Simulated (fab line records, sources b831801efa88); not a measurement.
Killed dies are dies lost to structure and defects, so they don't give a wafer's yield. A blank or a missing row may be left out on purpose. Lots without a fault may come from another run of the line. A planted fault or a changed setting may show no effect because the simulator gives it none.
Which tool did it? | flow gf180mcu | 6 lots, 18 wafers sampled, at 2 steps of a route of 602

WHAT THE GAUGES READ, wafer by wafer
GF_STI_THK_MEAS_24.
lot  | measured    | on            | STI_CVD_23_THK (nm)
L560 | day 2 13:38 | film_metro-01 | 650 649 648
L562 | day 3 01:07 | film_metro-04 | 642 648 653
L565 | day 3 16:13 | film_metro-01 | 644 640 648
L569 | day 4 12:28 | film_metro-01 | 381 376 644 381 376 644
L571 | day 4 22:18 | film_metro-01 | 654 648 390 654 649 390
L580 | day 6 19:44 | film_metro-04 | 646 655 649

WHICH TOOL RAN EACH LOT (tool, then ch and the chambers of the sampled wafers, then the start)
lot  | GF_STI_CVD_23
L560 | hdpcvd-02 ch 1,2, day 2 13:34
L562 | hdpcvd-01 ch 0,1,2, day 3 01:02
L565 | hdpcvd-02 ch 0,1,2, day 3 16:08
L569 | hdpcvd-02 ch 0,1, day 4 12:20
L571 | hdpcvd-02 ch 0,1, day 4 22:12
L580 | hdpcvd-01 ch 1,2, day 6 19:40
- GF_STI_CVD_23: deposits SiO2, target thk 650 nm, time 108.3 s.

THE ANSWER, worked out from the rows above alone
Rule: what is usual is taken from the lots themselves. Put in order of their means at a reading, lots are off if they are a third of the lots or fewer, leave a main group of 4 or more, and stand apart from it by a gap of 3 or more times the standard deviation of the main group's means; of several such gaps the widest counts. A main group whose means are all the same, to the digits that the tables above print for the reading, isn't used. A lot without any number at a reading at which 4 lots or more have one is off too. The other lots that the step has rows for count as sound.
Off: L569, L571, at GF_STI_THK_MEAS_24 (STI_CVD_23_THK). The main group: mean 648 nm, standard deviation 2.3.
A tool fits if, at a process step before that reading, it ran every lot that is off, and no sound lot after the first of them. The gauges at GF_STI_THK_MEAS_24 are tried like those tools. Can't be told from this: 2 tools fit, hdpcvd-02 at GF_STI_CVD_23, film_metro-01 at GF_STI_THK_MEAS_24.

WHAT THE SIMULATOR HAD PUT IN
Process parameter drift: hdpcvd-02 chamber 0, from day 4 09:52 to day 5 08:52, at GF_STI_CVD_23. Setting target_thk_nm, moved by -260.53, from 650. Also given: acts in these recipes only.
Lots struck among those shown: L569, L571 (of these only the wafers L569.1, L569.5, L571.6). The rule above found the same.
